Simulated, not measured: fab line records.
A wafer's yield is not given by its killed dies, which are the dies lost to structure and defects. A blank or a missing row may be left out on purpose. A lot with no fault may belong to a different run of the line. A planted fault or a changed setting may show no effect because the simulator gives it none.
Chamber matching	flow sky130	rie diel-02 running SKY_CONTACT_ETCH_17: 4 sister chambers
The step etches SiO2 in C4F8/O2/Ar, stops on Si3N4, target depth 340 nm. 8 wafers are shown with their chamber, then 7 later ones without.

== WAFERS, EACH WITH ITS CHAMBER ==
wafer	chamber	oes product au (a.u.)
L756.1	0	0.897
L759.1	0	0.891
L759.3	2	0.890
L760.2	1	0.893
L760.3	2	0.892
L760.6	1	0.886
L768.3	3	0.898
L768.4	3	0.898

== WAFERS WHOSE CHAMBER IS MISSING ==
wafer	oes product au (a.u.)
L768.6	0.890
L770.2	0.893
L770.4	0.901
L770.5	0.895
L772.1	0.899
L772.2	0.893
L772.6	0.898

== WHICH CHAMBER EACH WENT THROUGH ==
wafer	from the rows above	in truth
L768.6	can't be placed: 1 or 2 or 0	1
L770.2	can't be placed: 0 or 2 or 1 or 3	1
L770.4	can't be placed: 3 or 0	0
L770.5	can't be placed: 0 or 3 or 2 or 1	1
L772.1	can't be placed: 3 or 0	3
L772.2	can't be placed: 0 or 2 or 1 or 3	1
L772.6	can't be placed: 3 or 0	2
Placed correctly: 0 of 7. Unplaceable from these rows: 7, with the true chamber sitting among the candidates in 6. 0 placed wrongly.
How it was worked out, from the rows above alone: a wafer's distance from a chamber is the root of the sum, over the readings, of the square of ((its reading less the chamber's mean) divided by the reading's scatter). If the next closest chamber is less than 2 further off than the closest, the wafer can't be placed; otherwise it belongs to the closest. A chamber's mean is the mean of its shown wafers. How the scatter is found: for the shown wafers, subtract from each reading the mean of its chamber, square and add these, divide the total by (wafers less chambers), then take the root.
